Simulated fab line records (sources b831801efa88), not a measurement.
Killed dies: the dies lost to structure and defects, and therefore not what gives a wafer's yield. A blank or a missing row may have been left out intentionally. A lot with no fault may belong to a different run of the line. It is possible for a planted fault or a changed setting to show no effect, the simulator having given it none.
fab line records	flow sky130
record lots=6	wafers=18	lastDay=50
route steps=708 shown RES_XHIGH@339 SD_N@342 SD_P@359 PAD_OPEN@708
lots untouched by any fault: they come from a run of this same line in which no faults occurred
startH: the number of hours between the record's first day and the start of the first shown wafer of the lot	waitH: hours from the lot's prior step to this one	" unchanged from the row above	L1.1+2: one row covering several wafers at once	- either no value or no given start	* or withheld: withheld	< > ~ a bound
route shown NAME@n: a module of which the file shows steps, and the number in the route of the first	usual: mean and standard deviation over wafers with no fault	same: alike in all rows	chamber/n: place in a boat	sites: per-site readings	_std_site: the values' standard deviation	_edge_site: outer sites' mean less inner sites'	radiusMm: for every site, how far away it sits from the centre of the wafer	mask NAME#n: copy n	behind: the last tool/chamber to shape the wafer	hold: the reason the lot was held/the length of the hold in hours/how it ended	device: the n, p or np transistor that did not switch	end of line: the route-end tests of the same wafers	for a step that has no rows: nothing shown but its recipe	killed: dies that structure and defects cost at the first sort, which is not the same as the wafer's yield	map: shows each die of a wafer: x if killed, . if not, _ if none is there
set.NAME: the setting as run; set.NAME@STEP: as run at that earlier step	model.NAME: the simulator's own value behind a step, which no gauge read
a table for each step, a row for each wafer; lots at some steps of the route
services: from which hour (startH, from the record's first day; less than 0 if before it) a tool's chamber was out of use, for how many hours, and why
## steps
# step SKY_RES_XHIGH_IMPLANT_07
# recipe species=BF2	energyKev=20.39	doseCm2=3.6e+14	tiltDeg=0
# step SKY_RES_XHIGH_STRIP_08
# recipe chemistry=O2/N2	powerW=1400	pressureMtorr=1500	platenTempC=withheld	o2FlowSccm=3000	n2FlowSccm=300	overashFraction=0.5
# usual drypumpMotorCurrentA=5.8/0.36	n2FlowSccm=299.9/0.91	oesProductAu=0.711/0.0049	stripTimeToEndpointS=14.32/0.037
lot.wafer	tool	chamber	startH	waitH	drypumpMotorCurrentA	n2FlowSccm	oesProductAu	rfHoursCounterH	stripTimeToEndpointS
L499.2	plasmaAsher-04	0	663.36	0.1	5.4	298.8	0.715	19	14.31
L499.3	"	1	"	"	5.7	300.9	0.709	-	14.34
L499.5	"	0	"	"	5.4	300.3	0.710	-	14.31
L502.2	plasmaAsher-02	1	684.26	0.1	5.8	300.2	0.703	96	14.33
L502.3	"	0	"	"	6.0	300.1	0.726	-	14.35
L502.6	"	1	"	"	5.9	300.9	0.715	-	14.36
L505.3	plasmaAsher-02	0	697.14	0.1	6.0	298.4	0.714	-	14.32
L505.4	"	1	"	"	5.8	299.3	0.709	-	14.31
L505.5	"	1	"	"	5.8	301.8	0.715	-	14.31
L513.3	plasmaAsher-02	0	777.90	0.1	6.0	301.0	0.702	-	14.27
L513.5	"	0	"	"	6.0	299.8	0.718	-	14.31
L513.6	"	1	"	"	5.9	299.9	0.706	-	14.25
L512.1	plasmaAsher-04	1	778.17	0.1	5.7	300.7	0.709	30	14.30
L512.3	"	1	"	"	5.6	299.6	0.722	-	14.36
L512.4	"	0	"	"	5.4	299.0	0.711	-	14.32
L518.2	plasmaAsher-02	1	792.97	0.1	5.9	300.2	0.717	5	14.31
L518.3	"	0	"	"	6.0	300.7	0.710	-	14.28
L518.5	"	1	"	"	5.9	299.5	0.713	-	14.29
# step SKY_RES_XHIGH_TW_MEAS_09
# usual RES_XHIGH_TW=1642/6.2
lot.wafer	tool	chamber	startH	waitH	RES_XHIGH_TW
L499.2	filmMetro-03	-	663.47	0.1	1640
L499.3	"	-	"	"	1641
L499.5	"	-	"	"	1647
L502.2	filmMetro-03	-	684.37	0.1	1639
L502.3	"	-	"	"	1644
L502.6	"	-	"	"	1643
L505.3	filmMetro-03	-	697.23	0.1	1655
L505.4	"	-	"	"	1648
L505.5	"	-	"	"	1659
L513.3	filmMetro-03	-	777.99	0.1	1649
L513.5	"	-	"	"	1639
L513.6	"	-	"	"	1647
L512.1	filmMetro-01	-	778.27	0.1	1645
L512.3	"	-	"	"	1634
L512.4	"	-	"	"	1641
L518.2	filmMetro-01	-	793.08	0.1	1625
L518.3	"	-	"	"	1652
L518.5	"	-	"	"	1631
# step SKY_SD_N_DEHYDRATE_00
# recipe tempC=200	timeS=60
# step SKY_SD_N_HMDS_01
# recipe primeTimeS=60	primeTempC=120
# step SKY_SD_N_COAT_02
# recipe resist=NOVOLAK	spinRpm=3000	resistThkNm=1140
# step SKY_SD_N_SOFTBAKE_03
# recipe tempC=90	timeS=60	resist=NOVOLAK
# step SKY_SD_N_EXPOSE_04
# recipe maskId=NSDM	na=0.6	sourceShape=conventional	sigmaOuter=0.6	polarization=unpolarized	targetCdNm=380	doseMj=141
# step SKY_SD_N_PEB_05
# recipe tempC=withheld	timeS=*	resist=NOVOLAK
# step SKY_SD_N_DEVELOP_06
# recipe resist=NOVOLAK	developer=TMAH	developTimeS=60	devTempC=23
# step SKY_SD_N_CD_MEAS_07
# recipe targetCdNm=380
# usual cdNm=380.2/2.1
lot.wafer	tool	chamber	startH	waitH	cdNm
L499.2	cdSem-02	-	685.89	0.1	380.1
L499.3	"	-	"	"	378.6
L499.5	"	-	"	"	379.1
L502.2	cdSem-01	-	709.89	0.1	380.7
L502.3	"	-	"	"	380.3
L502.6	"	-	"	"	380.5
L505.3	cdSem-02	-	725.76	0.1	381.4
L505.4	"	-	"	"	381.1
L505.5	"	-	"	"	379.7
L513.3	cdSem-01	-	803.63	0.1	381.2
L513.5	"	-	"	"	380.6
L513.6	"	-	"	"	379.0
L512.1	cdSem-01	-	804.01	0.1	382.3
L512.3	"	-	"	"	379.9
L512.4	"	-	"	"	383.4
L518.2	cdSem-01	-	819.94	0.1	383.1
L518.3	"	-	"	"	380.8
L518.5	"	-	"	"	381.4
# step SKY_SD_N_OVL_MEAS_08
# usual SD_N_OVL=0.0/1.4
lot.wafer	tool	chamber	startH	waitH	SD_N_OVL[nm]
L499.2	overlay-01	-	685.99	0.1	-0.9
L499.3	"	-	"	"	-1.0
L499.5	"	-	"	"	-0.6
L502.2	overlay-02	-	709.99	0.1	-0.6
L502.3	"	-	"	"	-0.8
L502.6	"	-	"	"	0.6
L505.3	overlay-02	-	725.85	0.1	-0.7
L505.4	"	-	"	"	-1.3
L505.5	"	-	"	"	-1.3
L513.3	overlay-01	-	803.73	0.1	-1.9
L513.5	"	-	"	"	-0.8
L513.6	"	-	"	"	0.7
L512.1	overlay-01	-	804.13	0.1	-0.6
L512.3	"	-	"	"	1.8
L512.4	"	-	"	"	2.0
L518.2	overlay-02	-	820.04	0.1	0.9
L518.3	"	-	"	"	0.6
L518.5	"	-	"	"	1.2
# step SKY_SD_N_IMPLANT_09
# recipe species=As	energyKev=50	doseCm2=4e+15	tiltDeg=0
# usual beamEnergyKeV=50.001/0.016	beamOnS=16.4/1.3
lot.wafer	tool	chamber	startH	waitH	beamEnergyKeV	beamOnS	model.implant.rpNm	model.implant.drpNm
L499.2	implanter-02	0	686.05	0.0	50.019	17.6	30.92	14.11
L499.3	"	0	"	"	50.017	17.1	30.92	14.11
L499.5	"	0	"	"	50.035	17.4	30.92	14.11
L502.2	implanter-03	0	710.05	0.0	52.209	17.1	34.47	14.58
L502.3	"	0	"	"	52.226	17.3	34.47	14.58
L502.6	"	0	"	"	52.206	17.2	34.47	14.58
L505.3	implanter-03	0	725.92	0.1	52.224	17.0	33.09	14.58
L505.4	"	0	"	"	52.239	17.1	33.09	14.58
L505.5	"	0	"	"	52.226	17.7	33.09	14.58
L513.3	implanter-02	0	803.80	0.1	49.997	17.3	32.56	14.11
L513.5	"	0	"	"	50.031	17.7	32.56	14.11
L513.6	"	0	"	"	50.019	18.1	32.56	14.11
L512.1	implanter-04	0	804.16	0.0	49.978	15.0	31.38	14.11
L512.3	"	0	"	"	50.030	15.1	31.38	14.11
L512.4	"	0	"	"	50.009	14.9	31.38	14.11
L518.2	implanter-03	0	820.10	0.0	49.972	16.9	31.51	14.11
L518.3	"	0	"	"	49.998	16.7	31.51	14.11
L518.5	"	0	"	"	49.979	17.1	31.51	14.11
# step SKY_SD_N_IMPLANT_10
# recipe species=P	energyKev=20	doseCm2=1e+14	tiltDeg=0
# step SKY_SD_N_STRIP_11
# recipe chemistry=O2/N2	powerW=1400	pressureMtorr=1500	platenTempC=withheld	o2FlowSccm=3000	n2FlowSccm=300	overashFraction=0.5
# usual drypumpMotorCurrentA=5.6/0.44	n2FlowSccm=300.1/0.97	oesProductAu=0.527/0.0044	stripTimeToEndpointS=22.56/0.038
lot.wafer	tool	chamber	startH	waitH	drypumpMotorCurrentA	n2FlowSccm	oesProductAu	rfHoursCounterH	stripTimeToEndpointS
L499.2	plasmaAsher-01	0	686.32	0.1	6.6	300.8	0.522	90	22.52
L499.3	"	0	"	"	6.6	299.7	0.533	-	22.55
L499.5	"	1	"	"	5.3	299.7	0.527	-	22.49
L502.2	plasmaAsher-01	1	710.32	0.1	5.3	299.5	0.528	92	22.86
L502.3	"	0	"	"	6.5	300.4	0.526	-	22.85
L502.6	"	1	"	"	5.3	299.7	0.527	-	22.83
L505.3	plasmaAsher-03	0	726.21	0.1	5.2	301.0	0.525	-	22.92
L505.4	"	1	"	"	5.4	299.7	0.531	-	22.85
L505.5	"	1	"	"	5.4	299.4	0.529	-	22.91
L513.3	plasmaAsher-04	0	804.08	0.1	5.4	299.2	0.528	-	22.58
L513.5	"	1	"	"	5.6	300.3	0.525	-	22.50
L513.6	"	0	"	"	5.4	299.8	0.530	-	22.59
L512.1	plasmaAsher-01	0	804.46	0.1	6.6	298.7	0.534	102	22.57
L512.3	"	0	"	"	6.5	299.1	0.521	-	22.57
L512.4	"	1	"	"	5.3	300.7	0.529	-	22.56
L518.2	plasmaAsher-01	1	820.37	0.1	5.3	300.0	0.526	104	22.56
L518.3	"	0	"	"	6.6	298.9	0.520	-	22.61
L518.5	"	0	"	"	6.5	299.7	0.526	-	22.56
# step SKY_SD_N_TW_MEAS_12
# usual SD_N_TW=3973/19
lot.wafer	tool	chamber	startH	waitH	SD_N_TW
L499.2	filmMetro-02	-	686.43	0.1	3946
L499.3	"	-	"	"	3934
L499.5	"	-	"	"	3946
L502.2	filmMetro-01	-	710.43	0.1	4031
L502.3	"	-	"	"	4027
L502.6	"	-	"	"	4027
L505.3	filmMetro-03	-	726.29	0.1	3996
L505.4	"	-	"	"	4013
L505.5	"	-	"	"	4016
L513.3	filmMetro-02	-	804.17	0.1	3973
L513.5	"	-	"	"	3960
L513.6	"	-	"	"	3968
L512.1	filmMetro-02	-	804.56	0.1	3950
L512.3	"	-	"	"	3951
L512.4	"	-	"	"	3941
L518.2	filmMetro-03	-	820.48	0.1	3968
L518.3	"	-	"	"	3988
L518.5	"	-	"	"	3982
# step SKY_SD_N_CLEAN_13
# recipe chemistry=SC1/SC2	mix=1:4:20	tempC=70	timeS=150	dry=n2Spin
# step SKY_SD_N_RTA_14
# recipe tempC=1075	timeS=2	idleTempC=650	rampUpCPerS=150	rampDownCPerS=90	ambient=N2
# usual annealTempCMax=1080.3/1.3	lampPowerPct=15.74/0.053	wafer_temp_C_max=1078.2/1.4
lot.wafer	tool	chamber	startH	waitH	annealTempCMax	lampPowerPct	wafer_temp_C_max
L499.2	rtpAnneal-02	0	686.54	0.0	1082.2	15.75	1077.1
L499.3	"	0	"	"	1080.4	15.68	1077.5
L499.5	"	0	"	"	1081.5	15.76	1079.3
L502.2	rtpAnneal-02	0	710.55	0.0	1080.6	15.80	1079.9
L502.3	"	0	"	"	1083.0	15.79	1080.1
L502.6	"	0	"	"	1081.6	15.76	1078.1
L505.3	rtpAnneal-02	0	726.40	0.0	1082.2	15.65	1078.0
L505.4	"	0	"	"	1082.2	15.62	1080.4
L505.5	"	0	"	"	1081.2	15.71	1076.5
L513.3	rtpAnneal-02	0	804.28	0.0	1081.7	15.69	1080.9
L513.5	"	0	"	"	1080.2	15.86	1078.7
L513.6	"	0	"	"	1080.3	15.80	1078.3
L512.1	rtpAnneal-01	0	804.67	0.0	1080.2	15.76	1076.1
L512.3	"	0	"	"	1079.4	15.76	1079.0
L512.4	"	0	"	"	1078.7	15.71	1077.1
L518.2	rtpAnneal-01	0	820.59	0.0	1080.0	15.75	1077.0
L518.3	"	0	"	"	1080.5	15.69	1080.3
L518.5	"	0	"	"	1080.3	15.71	1076.5
# step SKY_SD_N_RS_MEAS_16
# recipe thkMeasGauge=four-point-probe
# usual SD_N_RS=68.58/0.15
lot.wafer	tool	chamber	startH	waitH	SD_N_RS[ohm/sq]
L499.2	filmMetro-03	-	686.73	0.1	68.64
L499.3	"	-	"	"	68.60
L499.5	"	-	"	"	68.60
L502.2	filmMetro-02	-	710.73	0.1	67.10
L502.3	"	-	"	"	67.06
L502.6	"	-	"	"	67.07
L505.3	filmMetro-02	-	726.60	0.1	67.01
L505.4	"	-	"	"	67.05
L505.5	"	-	"	"	67.07
L513.3	filmMetro-03	-	804.47	0.1	68.51
L513.5	"	-	"	"	68.34
L513.6	"	-	"	"	68.48
L512.1	filmMetro-02	-	804.85	0.1	68.51
L512.3	"	-	"	"	68.55
L512.4	"	-	"	"	68.52
L518.2	filmMetro-01	-	820.78	0.1	68.82
L518.3	"	-	"	"	68.79
L518.5	"	-	"	"	68.69
# step SKY_SD_N_RS_MEAS_17
# recipe thkMeasGauge=four-point-probe
# usual SD_P_RS=147.5/0.42
lot.wafer	tool	chamber	startH	waitH	SD_P_RS[ohm/sq]
L499.2	filmMetro-03	-	686.85	0.1	147.7
L499.3	"	-	"	"	147.4
L499.5	"	-	"	"	147.8
L502.2	filmMetro-02	-	710.85	0.1	147.3
L502.3	"	-	"	"	147.1
L502.6	"	-	"	"	147.4
L505.3	filmMetro-02	-	726.72	0.1	147.9
L505.4	"	-	"	"	147.3
L505.5	"	-	"	"	147.8
L513.3	filmMetro-03	-	804.59	0.1	147.0
L513.5	"	-	"	"	146.8
L513.6	"	-	"	"	147.3
L512.1	filmMetro-02	-	804.97	0.1	147.4
L512.3	"	-	"	"	147.6
L512.4	"	-	"	"	147.9
L518.2	filmMetro-01	-	820.90	0.1	147.9
L518.3	"	-	"	"	147.5
L518.5	"	-	"	"	147.9
# step SKY_PAD_OPEN_PROBE_99
# usual killed_at_M0_to_M3=44/7.9	killed_at_M4_up=3.1/1.9	killedAtContacts=24/4.6	killedAtFrontEnd=16/4.9	killedAtOther=0.3/0.6	killedDies=87/9.7	killedOpen=48/7.2	killedShort=39/5.6
# same grossDies=492	killedAtBackSide=0
lot.wafer	tool	chamber	startH	waitH	killed_at_M0_to_M3	killed_at_M4_up	killedAtContacts	killedAtFrontEnd	killedAtOther	killedDies	killedOpen	killedShort
L502.2	prober-02	-	1117.49	0.1	34	0	25	17	0	76	40	35
L502.3	prober-02	-	1117.54	0.2	46	4	23	11	0	84	47	37
L502.6	prober-02	-	1117.69	0.2	50	5	22	14	2	93	56	34
# killed by level:class
L502.2 CONTACT:geometricParticle:open=7 CONTACT:geometricParticle:short=7 VIA1:geometricParticle:open=7 VIA2:geometricParticle:open=6 METAL1:geometricParticle:short=6 LI_CONTACT:geometricParticle:open=4 LOCAL_INTERCONNECT:geometricParticle:short=4 VIA3:geometricParticle:open=3
L502.3 CONTACT:geometricParticle:open=11 VIA3:geometricParticle:open=7 VIA1:geometricParticle:open=7 VIA2:geometricParticle:open=6 POLY_GATE:geometricParticle:open=5 METAL1:geometricParticle:short=5 METAL2:geometricParticle:short=5 LI_CONTACT:geometricParticle:open=4
L502.6 LI_CONTACT:geometricParticle:open=10 VIA1:geometricParticle:open=10 VIA2:geometricParticle:open=9 VIA3:geometricParticle:open=8 METAL2:geometricParticle:short=7 FIELD_ISO:geometricParticle:open=4 CONTACT:geometricParticle:open=4 CONTACT:geometricParticle:short=4
## services
tool	chamber	startH	hours	kind
plasmaAsher-01	-	648.58	1.3	repair
implanter-02	-	651.61	2.2	repair
plasmaAsher-02	-	663.39	2.6	repair
plasmaAsher-02	-	681.62	0.6	repair
rtpAnneal-01	-	698.99	2.6	pm
implanter-03	-	720.23	1.8	repair
plasmaAsher-02	-	733.75	9.0	pm
plasmaAsher-02	0	733.75	9.0	ventCycle
plasmaAsher-02	1	733.75	9.0	ventCycle
plasmaAsher-03	-	738.17	9.2	repair
plasmaAsher-02	0	742.75	-	clean
plasmaAsher-02	1	742.75	-	clean
implanter-03	-	745.54	2.8	repair
implanter-04	-	753.15	3.3	pm
## key
firstSign step=SKY_SD_N_IMPLANT_09	reading=beamEnergyKeV	direction=up	sigmas=99+	usual=*	struck=*
effect step=SKY_SD_N_STRIP_11	reading=stripTimeToEndpointS	direction=up	sigmas=8.2	usual=*	struck=*
effect step=SKY_SD_N_TW_MEAS_12	reading=SD_N_TW	direction=up	sigmas=2.4	usual=3973	struck=4018
effect step=SKY_SD_N_RS_MEAS_16	reading=SD_N_RS	direction=down	sigmas=10	usual=68.58	struck=67.06
modelEffect step=SKY_SD_N_IMPLANT_09	value=implant.rpNm	without=32.61	struck=33.78
metAt SKY_SD_N_IMPLANT_09
struckWafers L502.2,L502.3,L502.6,L505.3,L505.4,L505.5
testerLeftOut L502,L505
fault kind=processParameterDrift	tool=implanter-03	chamber=-	onsetH=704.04	steps=SKY_SD_N_IMPLANT_09	channel=energyKev	offset=*	shape=step	endH=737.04	actsIn=*	stated=*
# testerLeftOut: of these lots the tester's yield and bins aren't shown, on N5 and GAA mostly nor the transistor test; their killed dies are dies lost to structure and defects alone, not to doping, threshold or leakage, so they don't give the yield
